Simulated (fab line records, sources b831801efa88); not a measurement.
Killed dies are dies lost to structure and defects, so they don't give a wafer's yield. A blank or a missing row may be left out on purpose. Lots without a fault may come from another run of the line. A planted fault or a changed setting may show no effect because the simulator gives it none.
One fault seen from 2 desks | flow gf180mcu | each desk has only its own numbers; what lay behind them comes last

THE METROLOGY DESK
What the gauges read, lot by lot, whatever tool the lot ran on: means of the sampled wafers that have a number. A lot is out of limits, marked OUT, if its mean lies more than 4 standard deviations from the usual mean; the brackets give that distance.
Columns: A = V4_W_RS at GF_V4_RS_MEAS_24, usual 0.3290 ohm/sq; B = V4_W_THK at GF_V4_THK_MEAS_25, usual 354 nm
lot  | first seen here | A      | B
L689 | day 24 14:04    | 0.3263 | 349
L691 | day 25 10:11    | 0.3301 | 354
L692 | day 25 11:20    | 0.3308 | 356
L693 | day 26 00:41    | 0.3283 | 353
L695 | day 26 15:08    | 0.3252 | 356
L703 | day 29 05:56    | 0.3315 | 354
L711 | day 31 05:37    | 0.3326 | 350
This desk's finding: nothing out of limits on any of the 7 lots.

THE TOOL OWNER'S DESK: pvd_sputter-01
The tool's own readings at GF_MIM_SPUTTER_03 (material Ti, target thk 10 nm, time 6.7 s): means of the sampled wafers that have a number, for each lot that ran on this tool. A lot is out of limits, marked OUT, if its mean lies more than 4 standard deviations from the usual mean; the brackets give that distance.
Columns: A = throttle_valve_pct at GF_MIM_SPUTTER_03, usual 30.4 %
lot  | first seen here | A
L691 | day 25 10:49    | 29.4
L692 | day 25 11:58    | 30.1
L693 | day 26 01:19    | 29.8
L695 | day 26 15:47    | 29.6
This desk's finding: nothing out of limits on any of the 4 lots.

PUT TOGETHER
The metrology desk saw nothing out of limits.
The tool owner's desk saw nothing out of limits.

WHAT THE SIMULATOR HAD PUT IN
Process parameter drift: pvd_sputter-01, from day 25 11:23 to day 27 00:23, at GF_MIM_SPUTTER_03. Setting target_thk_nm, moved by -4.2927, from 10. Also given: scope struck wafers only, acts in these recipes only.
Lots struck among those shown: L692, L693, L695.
